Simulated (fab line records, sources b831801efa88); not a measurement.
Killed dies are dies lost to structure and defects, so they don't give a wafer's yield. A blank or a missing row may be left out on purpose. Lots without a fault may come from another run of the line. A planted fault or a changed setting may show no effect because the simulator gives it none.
fab line records | flow sky130
record lots=14 wafers=42 last_day=51
route steps=708 shown LOCAL_INTERCONNECT@401 METAL1@434
lots that met no fault: from a run of the same line without faults
start_h: hours from the record's first day to the start of the lot's first wafer shown | wait_h: hours since the lot's step before | " the same as in the row above | L1.1+2: a row that stands for several wafers | - no value, or no start given | * or withheld: withheld | < > ~ a bound
route shown NAME@n: a module of which the file shows steps, and the number in the route of the first | usual: mean/standard deviation of fault-free wafers | same: alike in all rows | chamber/n: place in a boat | sites: the reading at each site | _std_site: their standard deviation | _edge_site: outer sites' mean less inner sites' | radius_mm: how far each site lies from the wafer's centre | mask NAME#n: copy n | behind: the tool/chamber that last shaped the wafer | hold: why the lot was held/for how many hours/how that ended | device: the transistor (n, p or np) that didn't switch | end of line: the same wafers' tests at the end of the route | a step without rows: its recipe alone | killed: dies lost to structure and defects at the first sort, not the wafer's yield | map: a wafer's dies, x killed, . not, _ none there
set.NAME: the setting as run; set.NAME@STEP: as run at that earlier step | model.NAME: the simulator's own value behind a step, which no gauge read
steps of the route over a sample of lots; a table a step, a row a wafer
services: from which hour (start_h, from the record's first day; less than 0 if before it) a tool's chamber was out of use, for how many hours, and why
## steps
# step SKY_LOCAL_INTERCONNECT_METAL_ETCH_14
# recipe target_depth_nm=110 stop_on=PSG chemistry=Cl2/BCl3 target=TiN resist_sidewall_deg=88 pressure_mtorr=10 icp_w=900 bias_w=48.5 Cl2_flow_sccm=60 bcl3_flow_sccm=30 time_s=31.4
# usual drypump_motor_current_A=5.9/0.67 oes_product_au=0.939/0.0072 throttle_valve_pct=21.901/0.0097
# columns lot.wafer tool chamber start_h wait_h drypump_motor_current_A oes_product_au rf_hours_counter_h throttle_valve_pct
L490.1 rie_metal-01 1 752.37 0.0 6.1 0.936 0 21.914
L490.2 " 0 " " 6.6 0.941 2 21.899
L490.6 " 0 " " 6.7 0.939 - 21.902
L492.4 rie_metal-03 0 762.35 0.0 4.8 0.934 - 21.903
L492.5 " 1 " " 5.6 0.933 - 21.908
L492.6 " 0 " " 4.8 0.939 - 21.886
L493.3 rie_metal-01 1 769.20 0.0 6.1 0.935 - 21.884
L493.5 " 0 " " 6.7 0.947 - 21.904
L493.6 " 1 " " 6.1 0.937 - 21.908
L496.2 rie_metal-03 0 799.82 0.0 4.8 0.947 10 21.893
L496.3 " 0 " " 4.8 0.946 - 21.887
L496.4 " 1 " " 5.6 0.953 - 21.880
L497.2 rie_metal-01 0 803.87 0.0 6.7 0.950 4 21.909
L497.3 " 0 " " 6.7 0.944 - 21.906
L497.6 " 0 " " 6.7 0.938 - 21.890
L498.1 rie_metal-04 0 814.97 0.0 5.0 0.932 13 21.906
L498.2 " 1 " " 6.4 0.939 3 21.885
L498.3 " 1 " " 6.5 0.930 - 21.887
L500.1 rie_metal-04 0 825.14 0.0 5.0 0.927 13 21.917
L500.2 " 1 " " 6.4 0.934 4 21.903
L500.5 " 0 " " 5.0 0.946 - 21.914
L501.3 rie_metal-01 1 836.75 0.0 6.1 0.932 - 21.911
L501.5 " 1 " " 6.1 0.938 - 21.908
L501.6 " 0 " " 6.7 0.936 - 21.892
L502.2 rie_metal-01 0 842.54 0.0 6.7 0.930 6 21.892
L502.3 " 0 " " 6.7 0.939 - 21.905
L502.6 " 0 " " 6.7 0.935 - 21.910
L503.2 rie_metal-01 0 856.89 0.0 6.7 0.950 7 21.882
L503.4 " 1 " " 6.1 0.954 - 21.901
L503.5 " 1 " " 6.1 0.949 - 21.903
L507.1 rie_metal-01 1 877.59 0.0 6.1 0.941 5 21.899
L507.2 " 0 " " 6.7 0.928 8 21.896
L507.3 " 1 " " 6.1 0.934 - 21.911
L508.1 rie_metal-04 1 888.22 0.0 6.5 0.938 7 21.907
L508.4 " 0 " " 5.0 0.929 - 21.896
L508.6 " 1 " " 6.5 0.932 - 21.903
L509.3 rie_metal-01 0 889.45 0.0 6.7 0.935 - 21.892
L509.5 " 1 " " 6.1 0.943 - 21.890
L509.6 " 0 " " 6.7 0.938 - 21.903
L510.2 rie_metal-03 1 892.40 0.1 5.6 0.931 - 21.906
L510.3 " 1 " " 5.6 0.953 - 21.894
L510.6 " 1 " " 5.6 0.936 - 21.891
# step SKY_METAL1_SPUTTER_00
# recipe material=Ti target_thk_nm=15 power_w=3000 time_s=10 chamber_pressure_pa=0.4
# usual cathode_dc_power_W=3000.0/0.51 chamber_pressure_pa=0.3999/0.00085 throttle_valve_pct=29.8/0.69
# columns lot.wafer tool chamber start_h wait_h cathode_dc_power_W chamber_pressure_pa throttle_valve_pct
L490.1 pvd_sputter-04 - 783.09 0.1 3000.2 0.3990 30.6
L490.2 " - " " 2999.2 0.3998 28.9
L490.6 " - " " 3000.4 0.3986 28.7
L492.4 pvd_sputter-04 - 792.19 0.1 2999.8 0.4001 30.3
L492.5 " - " " 3000.1 0.4019 30.4
L492.6 " - " " 3000.8 0.3991 29.2
L493.3 pvd_sputter-03 - 799.40 0.1 3000.0 0.3999 31.2
L493.5 " - " " 3000.2 0.4003 29.3
L493.6 " - " " 3000.4 0.4005 30.8
L496.2 pvd_sputter-01 - 829.78 0.2 - - -
L496.3 " - " " - - -
L496.4 " - " " - - -
L497.2 pvd_sputter-03 - 834.23 0.1 - - -
L497.3 " - " " - - -
L497.6 " - " " - - -
L498.1 pvd_sputter-04 - 844.33 0.1 2999.3 0.3996 29.3
L498.2 " - " " 2999.7 0.3990 30.3
L498.3 " - " " 2999.9 0.4008 30.1
L500.1 pvd_sputter-03 - 854.57 0.1 3000.4 0.3985 30.9
L500.2 " - " " 3000.2 0.3997 30.0
L500.5 " - " " 3000.7 0.3997 29.8
L501.3 pvd_sputter-03 - 866.14 0.1 2999.8 0.3989 29.4
L501.5 " - " " 2999.6 0.3999 29.8
L501.6 " - " " 3000.3 0.3992 29.1
L502.2 pvd_sputter-03 - 872.03 0.1 2999.8 0.4000 29.0
L502.3 " - " " 3000.6 0.3996 29.4
L502.6 " - " " 2999.5 0.3992 29.5
L503.2 pvd_sputter-03 - 886.30 0.2 3000.6 0.4000 30.9
L503.4 " - " " 3000.0 0.3984 29.6
L503.5 " - " " 3000.2 0.3997 30.7
L507.1 pvd_sputter-03 - 906.87 0.2 3000.6 0.4004 29.9
L507.2 " - " " 2999.5 0.4000 29.3
L507.3 " - " " 3000.0 0.3998 30.7
L508.1 pvd_sputter-04 - 917.27 0.1 2999.4 0.3984 28.8
L508.4 " - " " 3000.6 0.4010 30.2
L508.6 " - " " 2999.3 0.3996 28.9
L509.3 pvd_sputter-03 - 917.94 0.1 3000.3 0.4003 29.7
L509.5 " - " " 3000.4 0.4006 29.3
L509.6 " - " " 2999.1 0.4009 29.5
L510.2 pvd_sputter-04 - 921.39 0.2 2999.1 0.3996 29.2
L510.3 " - " " 2999.7 0.3998 30.2
L510.6 " - " " 3000.2 0.3994 30.0
# step SKY_METAL1_SPUTTER_04
# recipe material=TiN target_thk_nm=70 power_w=6500 time_s=58.3 chamber_pressure_pa=0.4
# usual cathode_dc_power_W=6499.8/1.1 chamber_pressure_pa=0.3999/0.00071 throttle_valve_pct=29.8/0.67
# columns lot.wafer tool chamber start_h wait_h cathode_dc_power_W chamber_pressure_pa throttle_valve_pct
L490.1 pvd_sputter-04 - 783.18 0.0 6500.8 0.3998 30.5
L490.2 " - " " 6498.0 0.4001 28.8
L490.6 " - " " 6499.4 0.4003 29.0
L492.4 pvd_sputter-04 - 792.28 0.0 6499.0 0.4002 30.3
L492.5 " - " " 6499.5 0.3994 30.4
L492.6 " - " " 6500.4 0.4001 29.2
L493.3 pvd_sputter-03 - 799.49 0.0 6499.3 0.4003 30.9
L493.5 " - " " 6500.5 0.3995 29.3
L493.6 " - " " 6500.2 0.4002 30.9
L496.2 pvd_sputter-01 - 829.87 0.0 6501.1 0.4007 31.8
L496.3 " - " " 6499.2 0.4003 29.8
L496.4 " - " " 6500.6 0.3992 30.7
L497.2 pvd_sputter-03 - 834.32 0.0 6500.8 0.3997 29.7
L497.3 " - " " 6500.3 0.4004 30.9
L497.6 " - " " 6500.3 0.4004 29.4
L498.1 pvd_sputter-04 - 844.42 0.0 6502.1 0.3995 29.2
L498.2 " - " " 6500.4 0.3998 30.2
L498.3 " - " " 6501.9 0.4009 30.2
L500.1 pvd_sputter-03 - 854.66 0.0 6501.6 0.4002 30.7
L500.2 " - " " 6498.2 0.3998 29.6
L500.5 " - " " 6500.1 0.3992 29.8
L501.3 pvd_sputter-03 - 866.23 0.0 6499.8 0.4003 29.4
L501.5 " - " " 6500.9 0.4000 29.7
L501.6 " - " " 6499.9 0.4002 28.9
L502.2 pvd_sputter-03 - 872.12 0.0 6498.5 0.3989 28.9
L502.3 " - " " 6499.3 0.4008 29.5
L502.6 " - " " 6500.7 0.4000 29.7
L503.2 pvd_sputter-03 - 886.40 0.0 6499.4 0.4010 30.8
L503.4 " - " " 6500.8 0.4009 29.7
L503.5 " - " " 6501.0 0.3991 30.8
L507.1 pvd_sputter-03 - 906.96 0.0 6497.9 0.3999 29.4
L507.2 " - " " 6501.3 0.3995 29.3
L507.3 " - " " 6499.8 0.3987 30.7
L508.1 pvd_sputter-04 - 917.36 0.0 6501.4 0.4004 28.8
L508.4 " - " " 6499.3 0.4010 30.3
L508.6 " - " " 6500.9 0.4010 29.0
L509.3 pvd_sputter-03 - 918.03 0.0 6498.7 0.3995 29.7
L509.5 " - " " 6500.3 0.4000 29.5
L509.6 " - " " 6500.5 0.3993 29.8
L510.2 pvd_sputter-04 - 921.48 0.0 6499.5 0.3999 28.8
L510.3 " - " " 6496.9 0.4005 30.2
L510.6 " - " " 6501.0 0.4001 30.2
# step SKY_METAL1_DESCUM_17
# recipe chemistry=O2 source_power_w=150 bias_power_w=0 pressure_mtorr=10 temp_c=40 time_s=8
# usual drypump_motor_current_A=5.5/0.57 oes_product_au=1.000/0.0083
# columns lot.wafer tool chamber start_h wait_h drypump_motor_current_A oes_product_au rf_hours_counter_h
L490.1 rie_metal-04 0 810.90 0.0 5.0 0.992 13
L490.2 " 1 " " 6.5 0.998 3
L490.6 " 0 " " 5.0 0.985 -
L492.4 rie_metal-04 1 819.83 0.0 6.4 0.995 -
L492.5 " 0 " " 5.0 0.989 -
L492.6 " 1 " " 6.5 1.001 -
L493.3 rie_metal-03 0 826.52 0.0 4.8 1.012 -
L493.5 " 0 " " 4.8 1.010 -
L493.6 " 0 " " 4.8 1.020 -
L496.2 rie_metal-02 0 857.17 0.0 5.8 0.994 5
L496.3 " 0 " " 5.7 1.004 -
L496.4 " 1 " " 5.1 0.998 -
L497.2 rie_metal-04 0 861.65 0.0 5.0 0.998 15
L497.3 " 1 " " 6.5 1.002 -
L497.6 " 1 " " 6.4 0.998 -
L498.1 rie_metal-04 0 871.52 0.0 5.0 1.003 15
L498.2 " 1 " " 6.4 1.008 6
L498.3 " 0 " " 5.0 1.005 -
L500.1 rie_metal-03 1 881.77 0.0 5.6 1.017 2
L500.2 " 1 " " 5.6 1.019 -
L500.5 " 1 " " 5.6 1.004 -
L501.3 rie_metal-02 1 892.76 0.0 5.1 0.997 -
L501.5 " 0 " " 5.8 0.983 -
L501.6 " 1 " " 5.1 0.993 -
L502.2 rie_metal-02 0 898.90 0.0 5.7 0.991 7
L502.3 " 1 " " 5.1 0.995 -
L502.6 " 0 " " 5.8 0.994 -
L503.2 rie_metal-04 1 913.13 0.0 6.5 1.002 -
L503.4 " 1 " " 6.4 1.001 -
L503.5 " 1 " " 6.5 1.010 -
L507.1 rie_metal-02 1 933.22 0.0 5.1 1.001 4
L507.2 " 0 " " 5.8 1.001 8
L507.3 " 0 " " 5.8 1.003 -
L508.1 rie_metal-03 0 942.15 0.0 4.8 1.003 16
L508.4 " 1 " " 5.6 1.015 -
L508.6 " 1 " " 5.6 1.016 -
L509.3 rie_metal-04 0 943.68 0.0 5.0 0.998 -
L509.5 " 1 " " 6.5 1.003 -
L509.6 " 0 " " 5.0 0.982 -
L510.2 rie_metal-02 1 947.17 0.0 5.1 1.007 5
L510.3 " 0 " " 5.7 1.006 -
L510.6 " 1 " " 5.1 1.001 -
## services
# columns tool chamber start_h hours kind
rie_metal-01 1 728.52 - clean
rie_metal-01 1 728.52 15.3 scheduled_down
rie_metal-01 1 728.52 15.3 vent_cycle
rie_metal-01 0 735.64 3.2 repair
pvd_sputter-03 - 774.37 1.2 repair
pvd_sputter-03 - 796.29 2.3 repair
rie_metal-02 - 814.34 14.6 pm
rie_metal-01 - 814.43 1.4 pm
rie_metal-03 1 819.81 - clean
rie_metal-03 1 819.81 21.0 scheduled_down
rie_metal-03 1 819.81 21.0 vent_cycle
rie_metal-04 - 822.74 0.7 repair
rie_metal-04 0 841.09 5.7 repair
pvd_sputter-04 - 853.66 4.9 repair
pvd_sputter-01 - 865.90 2.4 repair
rie_metal-03 0 875.33 21.9 repair
pvd_sputter-01 - 876.03 14.1 repair
pvd_sputter-01 - 883.19 3.2 repair
pvd_sputter-04 - 884.17 3.1 repair
pvd_sputter-03 - 892.49 1.0 repair
rie_metal-04 0 899.61 - clean
rie_metal-04 0 899.61 14.8 scheduled_down
rie_metal-04 0 899.61 14.8 vent_cycle
rie_metal-02 0 902.08 4.8 repair
## key
first_sign step=SKY_METAL1_SPUTTER_00 reading=tool_record direction=missing
effect none on later readings
met_at SKY_METAL1_SPUTTER_00
struck_lots L496,L497
later_rows_left_out L496.2,L496.3,L496.4,L497.2,L497.3,L497.6
sort_left_out L496.2,L496.3,L496.4,L497.2,L497.3,L497.6
not_acting_at SKY_LOCAL_INTERCONNECT_METAL_ETCH_14,SKY_METAL1_SPUTTER_04,SKY_METAL1_DESCUM_17
onset_between 799.40 829.78
fault kind=skipped_step_whole tool=pvd_sputter-01,pvd_sputter-03 chamber=- onset_h=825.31 steps=SKY_METAL1_SPUTTER_00 scope=struck_lots_only
# sort_left_out: the simulated sort isn't trusted on such a fault, so these wafers' sort isn't shown, and their yield isn't known
# later_rows_left_out: the simulator's readings of these wafers behind a module that went badly wrong aren't trusted and aren't shown, but for the sort
